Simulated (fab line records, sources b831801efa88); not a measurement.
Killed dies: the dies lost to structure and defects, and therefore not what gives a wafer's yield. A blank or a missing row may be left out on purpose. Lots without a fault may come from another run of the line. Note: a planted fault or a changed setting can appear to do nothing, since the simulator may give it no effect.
fab line records | flow sky130
[record] lots = 12 | wafers = 36 | last_day = 50
route steps=708 shown LOCAL_INTERCONNECT@387 CONTACT@409 PAD_OPEN@708
lots that met no fault: from a run of the same line without faults
start_h: the number of hours between the record's first day and the start of the first shown wafer of the lot | wait_h: how many hours have passed since the lot's step before this one | " the same as in the row above | L1.1+2: one row covering several wafers at once | - no value, or no start given | * or withheld: withheld | < > ~ a bound
route shown NAME@n: names a module that has steps shown in the file, with the first one's number in the route | usual: mean/standard deviation taken from wafers without a fault | same: alike in all rows | chamber/n: place in a boat | sites: readings site by site | _std_site: standard deviation of those values | _edge_site: the outer-site mean with the inner-site mean subtracted | radius_mm: for every site, how far away it sits from the centre of the wafer | mask NAME#n: copy n | behind: the last tool/chamber to shape the wafer | hold: why the lot was held/for how many hours/how that ended | device: the transistor (n, p or np) that didn't switch | end of line: tests of these same wafers at the route's end | where a step has no rows: the recipe by itself | killed: not the wafer's yield, but the dies lost to structure and defects at the first sort | map: a wafer's dies, marking killed ones x, the rest . and places with no die _
set.NAME: the setting as run; set.NAME@STEP: as run at that earlier step | model.NAME: the simulator's own value behind a step, which no gauge read
route steps across a sampled set of lots; one table per step, one row per wafer
services: from which hour (start_h, from the record's first day; less than 0 if before it) a tool's chamber was out of use, for how many hours, and why
[[steps]]
[step SKY_LOCAL_INTERCONNECT_SPUTTER_00]
[recipe] material = TiN | target_thk_nm = 100 | temp_c = 300 | power_w = 6500 | time_s = 83.3 | chamber_pressure_pa = 0.4
[usual] throttle_valve_pct = 29.5/1.3
[same] time_s = 83.3
lot.wafer | tool           | chamber | start_h | wait_h | throttle_valve_pct
L612.1    | pvd_sputter-01 | -       | 690.10  | 0.1    | 28.0
L612.4    | "              | -       | "       | "      | 29.8
L612.5    | "              | -       | "       | "      | 28.1
L613.1    | pvd_sputter-01 | -       | 697.80  | 0.1    | 29.7
L613.4    | "              | -       | "       | "      | 28.1
L613.6    | "              | -       | "       | "      | 28.2
L616.1    | pvd_sputter-01 | -       | 718.05  | 0.1    | 28.9
L616.3    | "              | -       | "       | "      | 29.9
L616.5    | "              | -       | "       | "      | 29.9
L617.2    | pvd_sputter-01 | -       | 730.44  | 0.1    | 29.1
L617.5    | "              | -       | "       | "      | 28.4
L617.6    | "              | -       | "       | "      | 28.5
L618.1    | pvd_sputter-01 | -       | 741.95  | 0.2    | 28.1
L618.2    | "              | -       | "       | "      | 28.5
L618.5    | "              | -       | "       | "      | 29.0
L619.4    | pvd_sputter-04 | -       | 753.89  | 0.1    | 33.2
L619.5    | "              | -       | "       | "      | 30.9
L619.6    | "              | -       | "       | "      | 33.3
L621.1    | pvd_sputter-01 | -       | 766.50  | 0.1    | 28.3
L621.2    | "              | -       | "       | "      | 29.8
L621.6    | "              | -       | "       | "      | 29.9
L623.1    | pvd_sputter-03 | -       | 783.24  | 0.2    | 29.2
L623.4    | "              | -       | "       | "      | 30.8
L623.6    | "              | -       | "       | "      | 28.3
L625.1    | pvd_sputter-04 | -       | 799.40  | 0.2    | 30.5
L625.3    | "              | -       | "       | "      | 33.5
L625.4    | "              | -       | "       | "      | 31.1
L632.2    | pvd_sputter-03 | -       | 839.29  | 0.2    | 29.2
L632.3    | "              | -       | "       | "      | 30.9
L632.5    | "              | -       | "       | "      | 29.4
L633.1    | pvd_sputter-01 | -       | 852.43  | 0.2    | 28.6
L633.3    | "              | -       | "       | "      | 29.6
L633.4    | "              | -       | "       | "      | 28.9
L634.1    | pvd_sputter-01 | -       | 856.74  | 0.2    | 29.5
L634.2    | "              | -       | "       | "      | 28.9
L634.4    | "              | -       | "       | "      | 28.2
[step SKY_LOCAL_INTERCONNECT_STRIP_15]
[recipe] chemistry = O2/N2 | power_w = 1400 | pressure_mtorr = 1500 | platen_temp_c = withheld | o2_flow_sccm = 3000 | n2_flow_sccm = 300 | overash_fraction = 0.5
[usual] drypump_motor_current_A = 5.4/0.51 | oes_product_au = 0.427/0.0046 | strip_time_to_endpoint_s = 4.718/0.021
lot.wafer | tool            | chamber | start_h | wait_h | drypump_motor_current_A | oes_product_au | rf_hours_counter_h | strip_time_to_endpoint_s
L612.1    | plasma_asher-01 | 1       | 718.83  | 0.0    | 4.7                     | 0.429          | 105                | 4.761
L612.4    | "               | 1       | "       | "      | 4.7                     | 0.427          | -                  | 4.729
L612.5    | "               | 1       | "       | "      | 4.7                     | 0.428          | -                  | 4.728
L613.1    | plasma_asher-02 | 1       | 726.60  | 0.0    | 5.8                     | 0.420          | 91                 | 4.710
L613.4    | "               | 0       | "       | "      | 6.1                     | 0.428          | -                  | 4.721
L613.6    | "               | 0       | "       | "      | 6.1                     | 0.416          | -                  | 4.719
L616.1    | plasma_asher-01 | 0       | 746.60  | 0.0    | 5.9                     | 0.423          | 0                  | 4.724
L616.3    | "               | 1       | "       | "      | 4.7                     | 0.429          | -                  | 4.737
L616.5    | "               | 0       | "       | "      | 5.9                     | 0.426          | -                  | 4.744
L617.2    | plasma_asher-03 | 1       | 759.15  | 0.0    | 5.3                     | 0.432          | 33                 | 4.727
L617.5    | "               | 0       | "       | "      | 5.2                     | 0.429          | -                  | 4.729
L617.6    | "               | 1       | "       | "      | 5.3                     | 0.428          | -                  | 4.708
L618.1    | plasma_asher-01 | 0       | 769.95  | 0.0    | 5.9                     | 0.427          | 3                  | 4.703
L618.2    | "               | 1       | "       | "      | 4.8                     | 0.429          | 3                  | 4.741
L618.5    | "               | 0       | "       | "      | 5.9                     | 0.428          | -                  | 4.731
L619.4    | plasma_asher-03 | 1       | 781.64  | 0.1    | 5.2                     | 0.428          | -                  | 4.715
L619.5    | "               | 0       | "       | "      | 5.2                     | 0.427          | -                  | 4.736
L619.6    | "               | 1       | "       | "      | 5.2                     | 0.430          | -                  | 4.689
L621.1    | plasma_asher-01 | 1       | 794.10  | 0.0    | 4.7                     | 0.427          | 5                  | 4.745
L621.2    | "               | 0       | "       | "      | 5.8                     | 0.429          | 5                  | 4.708
L621.6    | "               | 1       | "       | "      | 4.7                     | 0.420          | -                  | 4.707
L623.1    | plasma_asher-02 | 0       | 810.00  | 0.0    | 6.1                     | 0.430          | 99                 | 4.726
L623.4    | "               | 1       | "       | "      | 5.8                     | 0.426          | -                  | 4.745
L623.6    | "               | 0       | "       | "      | 6.1                     | 0.427          | -                  | 4.741
L625.1    | plasma_asher-01 | 0       | 825.70  | 0.0    | 5.9                     | 0.428          | 8                  | 4.702
L625.3    | "               | 0       | "       | "      | 5.8                     | 0.430          | -                  | 4.727
L625.4    | "               | 1       | "       | "      | 4.7                     | 0.436          | -                  | 4.720
L632.2    | plasma_asher-01 | 0       | 865.91  | 0.0    | 5.9                     | 0.435          | 12                 | 4.736
L632.3    | "               | 0       | "       | "      | 5.8                     | 0.433          | -                  | 4.708
L632.5    | "               | 0       | "       | "      | 5.8                     | 0.422          | -                  | 4.694
L633.1    | plasma_asher-03 | 1       | 878.34  | 0.0    | 5.3                     | 0.424          | 44                 | 4.693
L633.3    | "               | 1       | "       | "      | 5.3                     | 0.433          | -                  | 4.727
L633.4    | "               | 0       | "       | "      | 5.2                     | 0.426          | -                  | 4.689
L634.1    | plasma_asher-02 | 0       | 882.45  | 0.0    | 6.1                     | 0.423          | 106                | 4.724
L634.2    | "               | 1       | "       | "      | 5.8                     | 0.425          | 106                | 4.709
L634.4    | "               | 1       | "       | "      | 5.8                     | 0.429          | -                  | 4.726
[step SKY_CONTACT_THK_MEAS_03]
[recipe] reads = SiO2_of_CONTACT_HDPCVD_02
[usual] CONTACT_HDPCVD_THK = 567/7.6
lot.wafer | tool          | chamber | start_h | wait_h | CONTACT_HDPCVD_THK[nm]
L612.1    | film_metro-04 | -       | 719.59  | 0.0    | 578
L612.4    | "             | -       | "       | "      | 587
L612.5    | "             | -       | "       | "      | 578
L613.1    | film_metro-03 | -       | 727.35  | 0.0    | 562
L613.4    | "             | -       | "       | "      | 566
L613.6    | "             | -       | "       | "      | 575
L616.1    | film_metro-01 | -       | 747.37  | 0.0    | 560
L616.3    | "             | -       | "       | "      | 557
L616.5    | "             | -       | "       | "      | 552
L617.2    | film_metro-04 | -       | 759.97  | 0.0    | 564
L617.5    | "             | -       | "       | "      | 568
L617.6    | "             | -       | "       | "      | 577
L618.1    | film_metro-04 | -       | 770.74  | 0.0    | 551
L618.2    | "             | -       | "       | "      | 564
L618.5    | "             | -       | "       | "      | 556
L619.4    | film_metro-01 | -       | 782.44  | 0.0    | 578
L619.5    | "             | -       | "       | "      | 562
L619.6    | "             | -       | "       | "      | 565
L621.1    | film_metro-03 | -       | 794.85  | 0.0    | 577
L621.2    | "             | -       | "       | "      | 561
L621.6    | "             | -       | "       | "      | 575
L623.1    | film_metro-03 | -       | 810.76  | 0.0    | 582
L623.4    | "             | -       | "       | "      | 576
L623.6    | "             | -       | "       | "      | 574
L625.1    | film_metro-01 | -       | 826.48  | 0.0    | 561
L625.3    | "             | -       | "       | "      | 563
L625.4    | "             | -       | "       | "      | 559
L632.2    | film_metro-04 | -       | 866.68  | 0.0    | 568
L632.3    | "             | -       | "       | "      | 557
L632.5    | "             | -       | "       | "      | 572
L633.1    | film_metro-04 | -       | 879.09  | 0.0    | 576
L633.3    | "             | -       | "       | "      | 579
L633.4    | "             | -       | "       | "      | 581
L634.1    | film_metro-01 | -       | 883.22  | 0.0    | 564
L634.2    | "             | -       | "       | "      | 567
L634.4    | "             | -       | "       | "      | 569
[step SKY_CONTACT_COAT_09]
[recipe] resist = KrF-thick | spin_rpm = 3000 | resist_thk_nm = 450
lot.wafer  | tool           | chamber | start_h | wait_h
L612.1+4+5 | litho_track-03 | 0       | 733     | -
L613.1+4+6 | litho_track-01 | 0       | 742     | -
L616.1+3+5 | litho_track-01 | 0       | 760     | -
L617.2+5+6 | litho_track-01 | 0       | 774     | -
L618.1+2+5 | litho_track-04 | 0       | 784     | -
L619.4+5+6 | litho_track-01 | 0       | 795     | -
L621.1+2+6 | litho_track-04 | 0       | 808     | -
L623.1+4+6 | litho_track-01 | 0       | 823     | -
L625.1+3+4 | litho_track-01 | 0       | 839     | -
L632.2+3+5 | litho_track-04 | 0       | 879     | -
L633.1+3+4 | litho_track-03 | 0       | 891     | -
L634.1+2+4 | litho_track-03 | 0       | 895     | -
[step SKY_CONTACT_STRIP_19]
[recipe] chemistry = O2/N2 | power_w = 1400 | pressure_mtorr = 1500 | platen_temp_c = withheld | o2_flow_sccm = 3000 | n2_flow_sccm = 300 | overash_fraction = 0.5
[usual] drypump_motor_current_A = 5.36/0.26 | oes_product_au = 0.382/0.0044 | strip_time_to_endpoint_s = 3.634/0.029
lot.wafer | tool            | chamber | start_h | wait_h | drypump_motor_current_A | oes_product_au | rf_hours_counter_h | strip_time_to_endpoint_s
L612.1    | plasma_asher-03 | 0       | 749.00  | -      | 5.22                    | 0.384          | 32                 | 3.628
L612.4    | "               | 0       | "       | "      | 5.23                    | 0.385          | -                  | 3.599
L612.5    | "               | 1       | "       | "      | 5.24                    | 0.384          | -                  | 3.585
L613.1    | plasma_asher-04 | 1       | 756.31  | -      | 5.31                    | 0.376          | 62                 | 3.568
L613.4    | "               | 1       | "       | "      | 5.31                    | 0.372          | -                  | 3.613
L613.6    | "               | 0       | "       | "      | 5.51                    | 0.378          | -                  | 3.617
L616.1    | plasma_asher-04 | 0       | 775.44  | -      | 5.52                    | 0.384          | 64                 | 3.587
L616.3    | "               | 1       | "       | "      | 5.36                    | 0.376          | -                  | 3.635
L616.5    | "               | 1       | "       | "      | 5.35                    | 0.376          | -                  | 3.638
L617.2    | plasma_asher-04 | 0       | 788.30  | -      | 5.51                    | 0.383          | 65                 | 3.675
L617.5    | "               | 0       | "       | "      | 5.53                    | 0.380          | -                  | 3.615
L617.6    | "               | 1       | "       | "      | 5.33                    | 0.379          | -                  | 3.640
L618.1    | plasma_asher-04 | 0       | 798.69  | -      | 5.53                    | 0.383          | 66                 | 3.692
L618.2    | "               | 1       | "       | "      | 5.33                    | 0.375          | 66                 | 3.644
L618.5    | "               | 0       | "       | "      | 5.51                    | 0.386          | -                  | 3.644
L619.4    | plasma_asher-01 | 1       | 808.86  | -      | 4.75                    | 0.378          | -                  | 3.693
L619.5    | "               | 0       | "       | "      | 5.87                    | 0.387          | -                  | 3.631
L619.6    | "               | 1       | "       | "      | 4.73                    | 0.384          | -                  | 3.663
L621.1    | plasma_asher-04 | 1       | 821.19  | -      | 5.32                    | 0.384          | 69                 | 3.617
L621.2    | "               | 0       | "       | "      | 5.52                    | 0.381          | 69                 | 3.625
L621.6    | "               | 0       | "       | "      | 5.52                    | 0.386          | -                  | 3.605
L623.1    | plasma_asher-04 | 1       | 837.58  | -      | 5.31                    | 0.394          | 70                 | 3.923
L623.4    | "               | 1       | "       | "      | 5.31                    | 0.396          | -                  | 3.930
L623.6    | "               | 0       | "       | "      | 5.54                    | 0.395          | -                  | 3.959
L625.1    | plasma_asher-03 | 0       | 853.20  | -      | 5.22                    | 0.399          | 42                 | 3.996
L625.3    | "               | 0       | "       | "      | 5.22                    | 0.389          | -                  | 3.946
L625.4    | "               | 1       | "       | "      | 5.30                    | 0.395          | -                  | 3.907
L632.2    | plasma_asher-04 | 1       | 892.75  | -      | 5.30                    | 0.389          | 76                 | 3.660
L632.3    | "               | 1       | "       | "      | 5.34                    | 0.386          | -                  | 3.668
L632.5    | "               | 1       | "       | "      | 5.35                    | 0.383          | -                  | 3.669
L633.1    | plasma_asher-03 | 1       | 904.95  | -      | 5.27                    | 0.387          | 47                 | 3.663
L633.3    | "               | 0       | "       | "      | 5.17                    | 0.384          | -                  | 3.643
L633.4    | "               | 1       | "       | "      | 5.27                    | 0.384          | -                  | 3.651
L634.1    | plasma_asher-04 | 1       | 908.73  | -      | 5.33                    | 0.380          | 77                 | 3.627
L634.2    | "               | 0       | "       | "      | 5.57                    | 0.376          | 77                 | 3.595
L634.4    | "               | 1       | "       | "      | 5.34                    | 0.375          | -                  | 3.648
[step SKY_PAD_OPEN_PROBE_99]
[usual] killed_at_M0_to_M3 = 43/7.2 | killed_at_M4_up = 3.1/1.8 | killed_at_contacts = 24/5.4 | killed_at_front_end = 15/4.4 | killed_at_other = 0.4/0.56 | killed_dies = 86/9.3 | killed_open = 47/6.9 | killed_short = 39/6.6
[same] gross_dies = 492 | killed_at_back_side = 0
lot.wafer | tool      | chamber | start_h | wait_h | killed_at_M0_to_M3 | killed_at_M4_up | killed_at_contacts | killed_at_front_end | killed_at_other | killed_dies | killed_open | killed_short
L619.4    | prober-01 | -       | 1132.81 | 0.2    | 41                 | 3               | 25                 | 11                  | 0               | 80          | 45          | 35
L619.5    | prober-01 | -       | 1132.86 | 0.2    | 43                 | 5               | 31                 | 9                   | 1               | 89          | 49          | 40
L619.6    | prober-01 | -       | 1132.91 | 0.2    | 45                 | 1               | 28                 | 14                  | 2               | 90          | 46          | 43
L623.1    | prober-01 | -       | 1152.27 | 0.1    | 37                 | 4               | 26                 | 15                  | 2               | 84          | 44          | 38
L623.4    | prober-01 | -       | 1152.42 | 0.2    | 39                 | 2               | 23                 | 23                  | 1               | 88          | 49          | 36
L623.6    | prober-01 | -       | 1152.52 | 0.2    | 33                 | 1               | 26                 | 16                  | 0               | 76          | 46          | 29
L625.1    | prober-01 | -       | 1161.92 | 0.1    | 45                 | 3               | 23                 | 15                  | 0               | 86          | 44          | 41
L625.3    | prober-01 | -       | 1162.02 | 0.2    | 46                 | 4               | 22                 | 8                   | 0               | 80          | 46          | 32
L625.4    | prober-01 | -       | 1162.07 | 0.2    | 56                 | 5               | 30                 | 21                  | 0               | 112         | 61          | 51
// killed by level:class
L619.4 LI_CONTACT:geometric_particle:open=7 VIA1:geometric_particle:open=7 VIA2:geometric_particle:open=7 CONTACT:geometric_particle:open=6 METAL2:geometric_particle:short=6 FIELD_ISO:geometric_particle:open=5 LOCAL_INTERCONNECT:geometric_particle:short=5 METAL1:geometric_particle:short=5
L619.5 LI_CONTACT:geometric_particle:open=11 VIA3:geometric_particle:open=8 LOCAL_INTERCONNECT:geometric_particle:short=7 CONTACT:geometric_particle:open=7 VIA2:geometric_particle:open=7 METAL1:geometric_particle:short=6 VIA1:geometric_particle:open=6 METAL2:geometric_particle:short=5
L619.6 CONTACT:geometric_particle:open=10 METAL2:geometric_particle:short=8 VIA1:geometric_particle:short=7 LOCAL_INTERCONNECT:geometric_particle:short=6 VIA1:geometric_particle:open=6 VIA2:geometric_particle:open=5 METAL3:geometric_particle:short=5 FIELD_ISO:geometric_particle:open=4
L623.1 VIA1:geometric_particle:open=10 CONTACT:geometric_particle:open=9 LI_CONTACT:geometric_particle:open=7 VIA1:geometric_particle:short=7 VIA3:geometric_particle:open=6 CONTACT:geometric_particle:short=5 FIELD_ISO:geometric_particle:short=4 FIELD_ISO:geometric_particle:open=4
L623.4 VIA1:geometric_particle:open=12 POLY_GATE:geometric_particle:open=8 LI_CONTACT:geometric_particle:open=8 VIA1:geometric_particle:short=6 CONTACT:geometric_particle:open=5 FIELD_ISO:geometric_particle:short=4 LOCAL_INTERCONNECT:geometric_particle:short=4 METAL2:geometric_particle:short=4
L623.6 CONTACT:geometric_particle:open=11 VIA1:geometric_particle:open=9 LI_CONTACT:geometric_particle:open=6 VIA2:geometric_particle:open=6 VIA1:geometric_particle:short=6 FIELD_ISO:geometric_particle:short=5 METAL3:geometric_particle:short=5 LOCAL_INTERCONNECT:geometric_particle:short=4
L625.1 CONTACT:geometric_particle:open=13 VIA1:geometric_particle:open=10 VIA3:geometric_particle:short=7 LOCAL_INTERCONNECT:geometric_particle:short=6 VIA3:geometric_particle:open=6 METAL2:geometric_particle:short=4 METAL3:geometric_particle:short=4 FIELD_ISO:geometric_particle:short=3
L625.3 CONTACT:geometric_particle:open=10 VIA3:geometric_particle:open=8 METAL2:geometric_particle:short=7 VIA1:geometric_particle:open=7 VIA2:geometric_particle:open=5 LI_CONTACT:geometric_particle:open=4 CONTACT:geometric_particle:short=4 METAL2:geometric_particle:open=4
L625.4 VIA1:geometric_particle:open=15 CONTACT:geometric_particle:open=13 METAL2:geometric_particle:short=10 FIELD_ISO:geometric_particle:open=6 POLY_GATE:geometric_particle:short=6 POLY_GATE:geometric_particle:open=6 LI_CONTACT:geometric_particle:open=6 VIA3:geometric_particle:short=6
[[services]]
tool            | chamber | start_h | hours | kind
pvd_sputter-03  | -       | 694.45  | 39.1  | repair
litho_track-01  | -       | 702.24  | -     | consumable_replace:filter
plasma_asher-01 | -       | 733.75  | 9.0   | pm
plasma_asher-01 | 0       | 733.75  | 9.0   | vent_cycle
plasma_asher-01 | 1       | 733.75  | 9.0   | vent_cycle
plasma_asher-01 | 0       | 742.75  | -     | clean
plasma_asher-01 | 1       | 742.75  | -     | clean
pvd_sputter-01  | 2       | 749.86  | -     | consumable_replace:kit
pvd_sputter-01  | 2       | 749.86  | 18.0  | scheduled_down
pvd_sputter-01  | 2       | 749.86  | 18.0  | vent_cycle
plasma_asher-04 | -       | 765.68  | 0.6   | repair
pvd_sputter-04  | -       | 778.00  | 1.4   | repair
plasma_asher-02 | -       | 788.74  | 0.5   | repair
plasma_asher-04 | -       | 794.08  | 4.6   | pm
plasma_asher-03 | -       | 801.77  | 1.6   | repair
pvd_sputter-01  | -       | 817.62  | 2.1   | repair
pvd_sputter-03  | -       | 825.72  | 3.5   | repair
pvd_sputter-03  | -       | 851.53  | 0.9   | repair
pvd_sputter-04  | 0       | 852.61  | -     | consumable_replace:kit
pvd_sputter-04  | 0       | 852.61  | 18.0  | scheduled_down
pvd_sputter-01  | 1       | 894.15  | -     | consumable_replace:kit
pvd_sputter-01  | 1       | 894.15  | 18.0  | scheduled_down
pvd_sputter-01  | 1       | 894.15  | 18.0  | vent_cycle
plasma_asher-02 | -       | 898.63  | 15.6  | pm
[[key]]
[first_sign] step = SKY_CONTACT_STRIP_19 | reading = strip_time_to_endpoint_s | direction = up | sigmas = 11 | usual = * | struck = *
[effect] step = SKY_CONTACT_STRIP_19 | reading = oes_product_au | direction = up | sigmas = 3 | usual = 0.382 | struck = 0.395
met_at SKY_CONTACT_COAT_09
struck_lots L623,L625
tester_left_out L623,L625
not_acting_at SKY_LOCAL_INTERCONNECT_SPUTTER_00,SKY_LOCAL_INTERCONNECT_STRIP_15,SKY_CONTACT_THK_MEAS_03
onset_between 795 823
[fault] kind = process_parameter_drift | tool = litho_track-01 | chamber = - | onset_h = 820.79 | steps = SKY_CONTACT_COAT_09 | channel = resist_thk_nm | offset = 31.678 | shape = step | end_h = 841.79 | acts_in = these_recipes_only | stated = 450
// tester_left_out: of these lots the tester's yield and bins aren't shown, on N5 and GAA mostly nor the transistor test; their killed dies are dies lost to structure and defects alone, not to doping, threshold or leakage, so they don't give the yield
